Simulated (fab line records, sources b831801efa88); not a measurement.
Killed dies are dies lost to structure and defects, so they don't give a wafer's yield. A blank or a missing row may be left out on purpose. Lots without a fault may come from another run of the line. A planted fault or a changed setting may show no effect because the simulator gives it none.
Which tool did it? | flow sky130 | 11 lots, 33 wafers sampled, at 6 steps of a route of 708

WHAT THE GAUGES READ, wafer by wafer
SKY_NWELL_TW_MEAS_26. Usual: NWELL_2_TW 496.2, standard deviation 2.1.
lot  | measured     | on            | NWELL_2_TW        | flag
L266 | day 5 10:56  | film_metro-03 | 495.7 495.5 492.9 |
L269 | day 7 08:43  | film_metro-04 | 497.2 497.2 495.8 |
L270 | day 7 09:14  | film_metro-04 | 495.7 499.4 497.0 |
L274 | day 7 22:11  | film_metro-01 | 496.1 496.4 495.7 |
L276 | day 8 03:34  | film_metro-03 | 496.9 492.7 496.5 |
L281 | day 9 18:22  | film_metro-01 | 495.2 494.6 496.0 |
L283 | day 10 09:29 | film_metro-03 | 497.1 498.3 499.2 |
L285 | day 10 15:38 | film_metro-01 | 495.8 495.3 493.4 |
L286 | day 10 21:21 | film_metro-03 | 499.4 499.1 498.1 |
L287 | day 10 23:44 | film_metro-01 | 493.7 495.8 491.8 |
L288 | day 11 06:55 | film_metro-04 | 493.7 495.0 494.8 |

SKY_POLY_GATE_THK_MEAS_04. Usual: POLY_GATE_CVD_03_THK 74.4 nm, standard deviation 0.67.
lot  | measured     | on            | POLY_GATE_CVD_03_THK (nm) | flag
L266 | day 15 01:49 | film_metro-01 | 74.1 73.7 74.5            |
L269 | day 18 03:25 | film_metro-03 | 74.5 74.2 74.5            |
L270 | day 18 05:49 | film_metro-01 | 74.7 74.3 74.6            |
L274 | day 19 00:53 | film_metro-02 | 74.0 74.0 74.4            |
L276 | day 19 03:19 | film_metro-01 | 74.1 73.4 74.0            |
L281 | day 21 13:40 | film_metro-01 | 73.3 72.8 73.2            |
L283 | day 22 03:59 | film_metro-02 | 74.9 75.1 74.9            |
L285 | day 22 16:52 | film_metro-02 | 74.8 75.1 74.6            |
L286 | day 23 08:44 | film_metro-01 | 74.6 74.4 75.1            |
L287 | day 23 07:22 | film_metro-02 | 73.8 73.9 73.6            |
L288 | day 23 10:05 | film_metro-01 | 74.2 74.2 74.9            |

SKY_LDD_N_TW_MEAS_17. Usual: LDD_N_TW 2592, standard deviation 11.
lot  | measured     | on            | LDD_N_TW       | flag
L266 | day 17 13:47 | film_metro-03 | 2613 2607 2622 |
L269 | day 20 19:47 | film_metro-03 | 2586 2579 2577 |
L270 | day 20 21:37 | film_metro-03 | 2582 2588 2591 |
L274 | day 21 17:29 | film_metro-02 | 2648 2663 2659 | OFF
L276 | day 21 20:43 | film_metro-02 | 2656 2647 2635 | OFF
L281 | day 24 05:10 | film_metro-04 | 2594 2587 2595 |
L283 | day 24 19:47 | film_metro-02 | 2595 2596 2595 |
L285 | day 25 07:35 | film_metro-04 | 2598 2580 2592 |
L286 | day 25 23:06 | film_metro-02 | 2575 2572 2556 |
L287 | day 25 21:21 | film_metro-03 | 2597 2604 2590 |
L288 | day 26 00:37 | film_metro-03 | 2587 2594 2582 |

WHICH TOOL RAN EACH LOT (tool, then ch and the chambers of the sampled wafers, then the start)
lot  | SKY_FIELD_ISO_ETCH_14             | SKY_LDD_N_IMPLANT_09            | SKY_LDD_N_STRIP_16
L266 | rie_diel-04 ch 1,3, day 2 12:04   | implanter-03 ch 0, day 17 12:39 | plasma_asher-03 ch 0,1, day 17 13:40
L269 | rie_diel-04 ch 0,1, day 3 06:37   | implanter-02 ch 0, day 20 18:38 | plasma_asher-03 ch 0,1, day 20 19:41
L270 | rie_diel-03 ch 0,3, day 3 09:25   | implanter-01 ch 0, day 20 20:28 | plasma_asher-02 ch 0,1, day 20 21:31
L274 | rie_diel-02 ch 0,2, day 4 06:33   | implanter-02 ch 0, day 21 16:20 | plasma_asher-02 ch 0,1, day 21 17:23
L276 | rie_diel-02 ch 0,1,2, day 4 16:04 | implanter-02 ch 0, day 21 19:37 | plasma_asher-02 ch 0,1, day 21 20:37
L281 | rie_diel-03 ch 0,2,3, day 5 15:59 | implanter-01 ch 0, day 24 04:01 | plasma_asher-02 ch 0,1, day 24 05:04
L283 | rie_diel-03 ch 0,1,3, day 6 01:22 | implanter-02 ch 0, day 24 18:38 | plasma_asher-03 ch 0,1, day 24 19:40
L285 | rie_diel-02 ch 0,1, day 6 15:25   | implanter-02 ch 0, day 25 06:26 | plasma_asher-03 ch 0,1, day 25 07:29
L286 | rie_diel-04 ch 0,1, day 6 23:28   | implanter-01 ch 0, day 25 21:59 | plasma_asher-02 ch 0,1, day 25 23:01
L287 | rie_diel-03 ch 0,1,2, day 7 00:26 | implanter-01 ch 0, day 25 20:13 | plasma_asher-03 ch 0,1, day 25 21:14
L288 | rie_diel-02 ch 0,1,2, day 7 08:58 | implanter-03 ch 0, day 25 23:28 | plasma_asher-02 ch 0,1, day 26 00:31
- SKY_FIELD_ISO_ETCH_14: etches BARC in N2/H2, stops on SiO2, time 45.9 s, target depth 60 nm.
- SKY_LDD_N_IMPLANT_09
- SKY_LDD_N_STRIP_16: strips in O2/N2.

WHAT THE TOOLS THEMSELVES READ (means of the sampled wafers that have a number; where no wafer has one, the mark that the record gives instead)
SKY_FIELD_ISO_ETCH_14. Usual: drypump_motor_current_A 5.6 A, standard deviation 0.46; h2_flow_sccm 200.1 sccm, standard deviation 0.61; oes_product_au 0.854 a.u., standard deviation 0.0043; throttle_valve_pct 13.224 %, standard deviation 0.0089.
lot  | tool        | drypump_motor_current_A (A) | h2_flow_sccm (sccm) | oes_product_au (a.u.) | throttle_valve_pct (%) | flag
L266 | rie_diel-04 | 5.7                         | 200.1               | 0.854                 | 13.225                 |
L269 | rie_diel-04 | 5.8                         | 200.6               | 0.860                 | 13.221                 |
L270 | rie_diel-03 | 5.9                         | 200.0               | 0.856                 | 13.235                 |
L274 | rie_diel-02 | 5.2                         | 200.2               | 0.850                 | 13.230                 |
L276 | rie_diel-02 | 5.3                         | 200.5               | 0.853                 | 13.225                 |
L281 | rie_diel-03 | 5.8                         | 200.2               | 0.854                 | 13.222                 |
L283 | rie_diel-03 | 5.5                         | 199.8               | 0.854                 | 13.235                 |
L285 | rie_diel-02 | 5.0                         | 199.8               | 0.855                 | 13.221                 |
L286 | rie_diel-04 | 5.9                         | 200.0               | 0.849                 | 13.219                 |
L287 | rie_diel-03 | 5.4                         | 199.6               | 0.853                 | 13.223                 |
L288 | rie_diel-02 | 5.3                         | 200.1               | 0.855                 | 13.228                 |

SKY_LDD_N_IMPLANT_09. Usual: beam_on_s 10.02 s, standard deviation 0.2; dose_ions_cm2 7.501e+13, standard deviation 7.2e+10; faraday_current_uA 422, standard deviation 8.4.
lot  | tool         | beam_on_s (s) | dose_ions_cm2 | faraday_current_uA | flag
L266 | implanter-03 | 10.12         | 7.507e+13     | 417                |
L269 | implanter-02 | 10.28         | 7.494e+13     | 411                |
L270 | implanter-01 | 10.05         | 7.496e+13     | 422                |
L274 | implanter-02 | 13.80         | 1.208e+14     | 493                | OFF
L276 | implanter-02 | 13.58         | 1.208e+14     | 501                | OFF
L281 | implanter-01 | 9.96          | 7.497e+13     | 425                |
L283 | implanter-02 | 9.95          | 7.504e+13     | 426                |
L285 | implanter-02 | 10.14         | 7.505e+13     | 416                |
L286 | implanter-01 | 10.00         | 7.500e+13     | 423                |
L287 | implanter-01 | 10.13         | 7.498e+13     | 418                |
L288 | implanter-03 | 10.00         | 7.502e+13     | 423                |

SKY_LDD_N_STRIP_16. Usual: drypump_motor_current_A 5.7 A, standard deviation 0.54; oes_product_au 0.407 a.u., standard deviation 0.0048; strip_time_to_endpoint_s 4.312 s, standard deviation 0.012.
lot  | tool            | drypump_motor_current_A (A) | oes_product_au (a.u.) | strip_time_to_endpoint_s (s) | flag
L266 | plasma_asher-03 | 6.1                         | 0.406                 | 4.307                        |
L269 | plasma_asher-03 | 6.1                         | 0.406                 | 4.319                        |
L270 | plasma_asher-02 | 5.2                         | 0.410                 | 4.312                        |
L274 | plasma_asher-02 | 5.7                         | 0.407                 | 4.449                        | OFF
L276 | plasma_asher-02 | 5.7                         | 0.407                 | 4.431                        | OFF
L281 | plasma_asher-02 | 5.2                         | 0.406                 | 4.312                        |
L283 | plasma_asher-03 | 6.1                         | 0.406                 | 4.316                        |
L285 | plasma_asher-03 | 5.9                         | 0.408                 | 4.296                        |
L286 | plasma_asher-02 | 5.2                         | 0.405                 | 4.298                        |
L287 | plasma_asher-03 | 6.1                         | 0.404                 | 4.314                        |
L288 | plasma_asher-02 | 5.2                         | 0.411                 | 4.316                        |

THE ANSWER, worked out from the rows above alone
Rule: a lot is off if the mean of its wafers that have a number lies more than 3 standard deviations from the usual mean. A lot without any number at a reading at which 4 lots or more have one is off too. The other lots that the step has rows for count as sound. The gauges are gone through in route order, then the tools' own readings, and for those a lot's mean is taken as printed above. The first step at which some lot is off is used, and at that step the reading that is off furthest; a lot without a number counts as furthest.
Off: L274, L276, at SKY_LDD_N_TW_MEAS_17 (LDD_N_TW).
A tool fits if, at a process step before that reading, it ran every lot that is off, and no sound lot after the first of them. The gauges at SKY_LDD_N_TW_MEAS_17 aren't tried: what is off there is off at SKY_LDD_N_IMPLANT_09 too, on other tools, and a gauge's error can't cause that. None of those tried fits.

WHAT THE SIMULATOR HAD PUT IN
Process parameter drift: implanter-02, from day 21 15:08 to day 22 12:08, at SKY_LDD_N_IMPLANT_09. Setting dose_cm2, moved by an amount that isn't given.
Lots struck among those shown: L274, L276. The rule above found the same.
